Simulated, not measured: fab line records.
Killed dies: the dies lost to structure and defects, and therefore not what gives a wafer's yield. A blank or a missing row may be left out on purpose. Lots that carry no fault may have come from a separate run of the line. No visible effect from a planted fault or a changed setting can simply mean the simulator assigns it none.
Which tool did it? | flow gf180mcu | 7 lots, 19 wafers sampled, at 2 steps of a route of 602

== WHAT THE GAUGES SHOWED, per wafer ==
GF_V1_THK_MEAS_03.
lot  | measured     | on            | V1_CVD_02_THK (nm)
L883 | day 17 20:29 | film_metro-01 | 857 843 862
L885 | day 19 01:49 | film_metro-03 | 862 855 860
L888 | day 19 21:36 | film_metro-01 | 842 853 879
L892 | day 21 19:05 | film_metro-01 | 840 877 859
L895 | day 22 15:36 | film_metro-04 | 836 847 865
L900 | day 24 01:59 | film_metro-03 | 744
L904 | day 25 11:22 | film_metro-04 | 858 864 850

== EACH LOT AND THE TOOL THAT RAN IT (in order: tool; ch and the chambers of the sampled wafers; start) ==
lot  | GF_V1_CVD_02
L883 | pecvd-04 ch 0,2, day 17 20:25
L885 | pecvd-01 ch 1,2, day 19 01:43
L888 | pecvd-01 ch 0,1, day 19 21:31
L892 | pecvd-01 ch 0,1,2, day 21 19:01
L895 | pecvd-01 ch 0,1, day 22 15:31
L900 | pecvd-01 ch 1, day 24 01:55
L904 | pecvd-04 ch 0,2, day 25 11:17
- GF_V1_CVD_02: deposits SiO2 from TEOS, target thk 850 nm, time 94.851 s.

== THE ANSWER, worked out from the rows above alone ==
Rule: the lots themselves supply what counts as usual. Put in order of their means at a reading, lots are off if they are a third of the lots or fewer, leave a main group of 4 or more, and stand apart from it by a gap of 3 or more times the standard deviation of the main group's means; of several such gaps the widest counts. A main group is skipped when, at the precision printed for the reading in the tables above, its means are all equal. Also off: a lot with no number at a reading for which 4 or more lots have one. Where the step has rows for the other lots, those lots are counted as sound.
Off: at GF_V1_THK_MEAS_03 (V1_CVD_02_THK), L900. Mean 856 nm and standard deviation 3.4 in the main group.
If a tool, at a process step before that reading, ran all the lots that are off and no sound lot after the first of them, it fits. Gauges at GF_V1_THK_MEAS_03: tried the same way as those tools. This does not decide it: 2 tools fit, namely pecvd-01 at GF_V1_CVD_02 and film_metro-03 at GF_V1_THK_MEAS_03.

== WHAT HAD BEEN PUT IN BY THE SIMULATOR ==
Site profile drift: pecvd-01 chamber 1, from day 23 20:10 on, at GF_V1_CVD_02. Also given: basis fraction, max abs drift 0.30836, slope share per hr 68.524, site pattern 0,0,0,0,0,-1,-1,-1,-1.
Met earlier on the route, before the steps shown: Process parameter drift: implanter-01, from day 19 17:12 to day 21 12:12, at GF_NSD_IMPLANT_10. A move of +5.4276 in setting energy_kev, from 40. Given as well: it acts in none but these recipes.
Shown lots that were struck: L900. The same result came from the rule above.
